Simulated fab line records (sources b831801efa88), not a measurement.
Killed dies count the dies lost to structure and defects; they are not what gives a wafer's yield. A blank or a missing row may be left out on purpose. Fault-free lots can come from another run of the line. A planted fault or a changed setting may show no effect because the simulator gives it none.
What tool caused it?    flow sky130    route of 708 steps, sampled at 1 step: 13 lots, 39 wafers

== WHAT THE GAUGES SHOWED, per wafer ==
SKY_VIA2_THK_MEAS_23: measures by xrf.
lot   measured      on             VIA2_W_THK (nm)
L536  day 36 08:00  film_metro-04  408 406 413
L537  day 36 22:17  film_metro-04  414 409 408
L538  day 37 00:42  film_metro-02  400 408 407
L539  day 37 08:59  film_metro-02  401 398 402
L540  day 37 11:52  film_metro-04  417 414 412
L541  day 38 07:20  film_metro-01  426 428 427
L542  day 38 11:29  film_metro-01  421 423 422
L543  day 38 13:28  film_metro-04  404 409 407
L547  day 39 18:43  film_metro-02  413 413 417
L548  day 40 05:57  film_metro-02  401 404 413
L555  day 42 19:20  film_metro-04  409 410 419
L556  day 42 23:11  film_metro-02  407 406 404
L558  day 43 15:24  film_metro-02  408 412 404

== EACH LOT AND THE TOOL THAT RAN IT (in order: tool; ch and the chambers of the sampled wafers; start) ==
Record: no process step prior to these readings.

== WHAT THE TOOLS THEMSELVES READ (means of the sampled wafers that have a number; where no wafer has one, the mark that the record gives instead) ==
The record holds no such reading with a usual standard deviation.

== THE ANSWER, worked out from the rows above alone ==
Rule: the lots themselves supply what counts as usual. The widest of any qualifying gaps counts: lots, ordered by their means at a reading, are off when they make up no more than a third of the lots, leave a main group of 4 or more, and stand apart from it by 3 or more times the standard deviation of that group's means. A main group whose means are all the same, to the digits that the tables above print for the reading, isn't used. Also off: a lot with no number at a reading for which 4 or more lots have one. Where the step has rows for the other lots, those lots are counted as sound. After the gauges, taken in route order, come the tools' own readings; for these a lot's mean is taken, as printed above. The first step at which some lot is off is used, and at that step the reading that is off furthest; a lot without a number counts as furthest.
None of the lots is off at any reading shown; this tells nothing.

== WHAT WAS PUT IN BY THE SIMULATOR ==
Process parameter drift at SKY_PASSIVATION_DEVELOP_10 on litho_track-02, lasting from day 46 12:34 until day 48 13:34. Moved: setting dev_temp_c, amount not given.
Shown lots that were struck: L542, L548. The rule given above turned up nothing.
